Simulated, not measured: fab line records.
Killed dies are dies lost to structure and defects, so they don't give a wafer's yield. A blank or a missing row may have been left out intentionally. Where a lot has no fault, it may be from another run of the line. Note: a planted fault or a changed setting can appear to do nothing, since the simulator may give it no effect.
What tool caused it? + flow sky130 + 18 wafers from 6 lots sampled at 4 of the route's 708 steps

== WHAT THE GAUGES READ, wafer by wafer ==
SKY_SD_N_RS_MEAS_16: measurement is done with a four-point probe.
| lot  | measured     | on            | SD_N_RS (ohm/sq)  |
|------|--------------|---------------|-------------------|
| L815 | day 30 14:42 | film metro-02 | 68.61 68.56 68.61 |
| L821 | day 32 10:41 | film metro-02 | 68.61 68.77 68.59 |
| L823 | day 33 08:38 | film metro-01 | 68.54 68.62 68.77 |
| L825 | day 34 02:16 | film metro-04 | 68.70 68.80 68.59 |
| L828 | day 35 10:14 | film metro-02 | 68.60 68.43 68.52 |
| L830 | day 36 02:12 | film metro-02 | 68.75 68.73 68.72 |

== WHICH TOOL RAN EACH LOT (tool, then ch and the chambers of the sampled wafers, then the start) ==
| lot  | SKY_POLY_GATE_ETCH_15              | SKY_SD_P_IMPLANT_09             | SKY_SD_N_RTA_14                  |
|------|------------------------------------|---------------------------------|----------------------------------|
| L815 | rie diel-01 ch 0,1, day 19 05:31   | implanter-04 ch 0, day 28 05:23 | rtp anneal-02 ch 0, day 30 14:31 |
| L821 | rie diel-02 ch 1,2,3, day 21 05:31 | implanter-03 ch 0, day 30 03:04 | rtp anneal-02 ch 0, day 32 10:31 |
| L823 | rie diel-02 ch 0,1,3, day 22 08:52 | implanter-03 ch 0, day 31 01:46 | rtp anneal-02 ch 0, day 33 08:28 |
| L825 | rie diel-03 ch 0,2, day 23 05:01   | implanter-04 ch 0, day 31 19:53 | rtp anneal-02 ch 0, day 34 02:04 |
| L828 | rie diel-03 ch 0,1,3, day 24 14:55 | implanter-04 ch 0, day 33 02:59 | rtp anneal-01 ch 0, day 35 10:03 |
| L830 | rie diel-02 ch 0,2, day 25 09:04   | implanter-01 ch 0, day 33 20:40 | rtp anneal-01 ch 0, day 36 02:02 |
- SKY_POLY_GATE_ETCH_15: etches BARC in N2/H2, stops on SiO2, time 118.5 s, target depth 110 nm.
- SKY_SD_P_IMPLANT_09
- SKY_SD_N_RTA_14: time 2 s.

== THE ANSWER, worked out from the rows above alone ==
Rule: the usual values come from the lots themselves. Put in order of their means at a reading, lots are off if they are a third of the lots or fewer, leave a main group of 4 or more, and stand apart from it by a gap of 3 or more times the standard deviation of the main group's means; of several such gaps the widest counts. If all means in a main group match to the digits the tables above print for the reading, that group is not used. A lot without any number at a reading at which 4 lots or more have one is off too. All remaining lots with rows at the step are treated as sound.
None of the lots is off at any reading shown; this tells nothing.

== WHAT WAS PUT IN BY THE SIMULATOR ==
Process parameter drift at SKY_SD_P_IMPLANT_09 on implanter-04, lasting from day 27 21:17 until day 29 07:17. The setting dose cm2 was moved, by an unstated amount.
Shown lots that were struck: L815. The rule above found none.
